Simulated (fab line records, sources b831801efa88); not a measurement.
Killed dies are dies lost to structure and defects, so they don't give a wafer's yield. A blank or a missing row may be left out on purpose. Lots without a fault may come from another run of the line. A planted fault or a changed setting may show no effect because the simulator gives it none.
Chamber matching | flow sky130 | SKY_VIA3_CMP_24 on cmp-02: 4 sister chambers
The step polishes, stops on SiO2, t overpolish 20 s, target thk 0 nm. 4 wafers are shown with their chamber, then 11 later ones without.

WAFERS WITH THEIR CHAMBER
wafer  | chamber | motor_current_A (A)
L086.5 | 0       | 9.2
L087.1 | 2       | 11.1
L088.3 | 1       | 11.1
L090.1 | 3       | 12.3

WAFERS WITHOUT THEIR CHAMBER
wafer  | motor_current_A (A)
L090.2 | 11.2
L090.5 | 9.1
L092.3 | 10.5
L092.4 | 11.9
L092.5 | 10.2
L094.3 | 10.5
L094.4 | 10.7
L094.6 | 9.2
L096.2 | 10.6
L096.3 | 12.1
L096.4 | 11.3

WHICH CHAMBER EACH WENT THROUGH
wafer  | from the rows above          | in truth
L090.2 | can't be placed: 1 or 2      | 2
L090.5 | 0                            | 0
L092.3 | can't be placed: 1 or 2 or 0 | 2
L092.4 | can't be placed: 3 or 1 or 2 | 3
L092.5 | can't be placed: 1 or 2 or 0 | 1
L094.3 | can't be placed: 1 or 2 or 0 | 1
L094.4 | can't be placed: 1 or 2      | 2
L094.6 | 0                            | 0
L096.2 | can't be placed: 1 or 2      | 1
L096.3 | can't be placed: 3 or 1 or 2 | 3
L096.4 | can't be placed: 1 or 2 or 3 | 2
Placed correctly: 2 of 11. Can't be placed from these rows: 9 (the true chamber is among the candidates in 9). Placed wrongly: 0.
How it was worked out, from the rows above alone: a wafer's distance from a chamber is the root of the sum, over the readings, of the square of ((its reading less the chamber's mean) divided by the reading's scatter). The wafer belongs to the nearest chamber; if the next one is less than 2 further off, it can't be placed. A chamber's mean is the mean of its shown wafers. The scatter: with one shown wafer a chamber, the root of the mean of the squares of how far each hidden wafer lies from its nearest shown one.
